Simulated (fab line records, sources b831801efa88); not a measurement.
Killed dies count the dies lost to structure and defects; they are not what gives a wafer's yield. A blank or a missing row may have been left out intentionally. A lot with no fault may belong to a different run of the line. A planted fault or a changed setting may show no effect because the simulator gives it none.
A lot that was struck, set against a sound lot :: flow gf180mcu :: 18 out of 602 route steps
Sound: wafers L614.1, L614.2, L614.3. Struck: wafers L601.3, L601.6. The cause is given at the end.
Order at every step that has rows: each side's tool, ch and its chambers, its first start. Under that, the readings that differ: sound wafers :: struck wafers :: difference of the means :: sigmas: that difference in standard deviations of wafers without a fault.
alike: a reading whose means differ by less than 2 such deviations, as well as words and numbers matching on both sides. not compared: withheld readings; readings where some wafer has no value; bounds like >300 that might hide an equal value; numbers whose values overlap and for which the record gives no deviation.
The two part at a step that has a row with sigmas, a row that says differs or no value, or rows on one side only. Non-overlapping numbers with no deviation appear without sigmas and do not part them. Lack of a reading on every wafer of one side parts them only where that side has two or more wafers.

first, 2 steps without rows for these wafers: GF_CONTACT_PEB_12 (peb time 90 s); GF_CONTACT_DEVELOP_13 (develop time 60 s).
GF_CONTACT_CD_MEAS_14: the cd target is 220 nm.
  sound on cdSem-02, day 23 20:17; struck on cdSem-01, day 19 01:32
  alike: cdNm
GF_CONTACT_OVL_MEAS_15:
  sound on overlay-02, day 23 20:25; struck on overlay-01, day 19 01:37
  alike: CONTACT_OVL
GF_CONTACT_ETCH_16: etches BARC in N2/H2.
  sound on rieDiel-01 ch 0,1,2, day 23 20:27; struck on rieDiel-03 ch 2, day 19 01:39
reading: oesProductAu (a.u.)
sound: 0.871 0.862 0.858
struck: 0.847 0.852
difference: -0.014
sigmas: -3
  alike: biasW, chamberPressureMTorr, drypumpMotorCurrentA, throttleValvePct
GF_CONTACT_ETCH_17: etches SiO2 in C4F8/O2/Ar, stops on CoSi2, target depth 860 nm.
  sound on rieDiel-01 ch 0,1,2; struck on rieDiel-03 ch 2
  alike: biasW, chamberPressureMTorr, oesProductAu
GF_CONTACT_STRIP_18: strips in O2/N2.
  sound on plasmaAsher-01 ch 0,1, day 23 20:37; struck on plasmaAsher-03 ch 0, day 19 01:50
reading: heaterPowerW (W)
sound: 292 271 271
struck: 438 429
difference: +156
sigmas: +3

reading: oesProductAu (a.u.)
sound: 0.570 0.578 0.574
struck: 0.586 0.583
difference: +0.011
sigmas: +2
  alike: chamberPressureMTorr, drypumpMotorCurrentA
  not compared: rfHoursCounterH
then, 4 steps without rows for these wafers: GF_CONTACT_CLEAN_19 (cleans in SPM); GF_CONTACT_CLEAN_20 (cleans in DIW); GF_CONTACT_CLEAN_21 (cleans in dHF, time 20 s); GF_CONTACT_SPUTTER_22 (material Ti, target thk 15 nm, time 80.02 s).
GF_CONTACT_SPUTTER_23: material TiN, target thk 10 nm, time 40 s.
  sound on pvdSputter-04, day 23 20:59; struck on pvdSputter-01, day 19 02:11
  alike: throttleValvePct
GF_CONTACT_CVD_24: deposits W, target thk 300 nm, time 90.339 s.
  sound on cvdW-01 ch 0,1, day 23 21:01; struck on cvdW-02 ch 0,1, day 19 02:16
reading: model.W_of_CONTACT_CVD_24.thkNm (nm)
sound: 296.3 310.5 304.2
struck: 341.2 340.7
difference: +37.3
sigmas: 
  alike: heaterPowerW
GF_CONTACT_RS_MEAS_25: uses a four-point probe to measure.
  sound on filmMetro-04, day 23 21:07; struck on filmMetro-03, day 19 02:22
reading: CONTACT_W_RS (ohm/sq)
sound: 0.388 0.369 0.377
struck: 0.335 0.336
difference: -0.042
sigmas: -6
GF_CONTACT_THK_MEAS_26: measures by xrf.
  sound on filmMetro-04, day 23 21:14; struck on filmMetro-03, day 19 02:28
reading: CONTACT_W_THK (nm)
sound: 298 314 309
struck: 347 344
difference: +38
sigmas: +6
GF_CONTACT_CMP_27: polishes, stops on SiO2, t overpolish 15 s, target thk 0 nm.
  sound on cmp-02 ch 1,2,3, day 23 21:18; struck on cmp-02 ch 0,2, day 19 02:36
reading: timeToEndpointS (s)
sound: 70.3 75.3 70.8
struck: 81.9 80.2
difference: +8.9
sigmas: +3
  alike: motorCurrentA
GF_M1_SPUTTER_00: material Ti, target thk 37.5 nm, time 150 s.
  sound on pvdSputter-01, day 23 21:36; struck on pvdSputter-02, day 19 02:48
  alike: substrateTempC, throttleValvePct
following that, these wafers have no rows for 1 step: GF_PASSIVATION_PROBE_99.

== WHERE THEY PART ==
First at GF_CONTACT_ETCH_16; last, within this record, at GF_CONTACT_CMP_27. Later steps at which nothing parts them and some readings are alike: GF_M1_SPUTTER_00.

WHY: the cause the simulator had injected
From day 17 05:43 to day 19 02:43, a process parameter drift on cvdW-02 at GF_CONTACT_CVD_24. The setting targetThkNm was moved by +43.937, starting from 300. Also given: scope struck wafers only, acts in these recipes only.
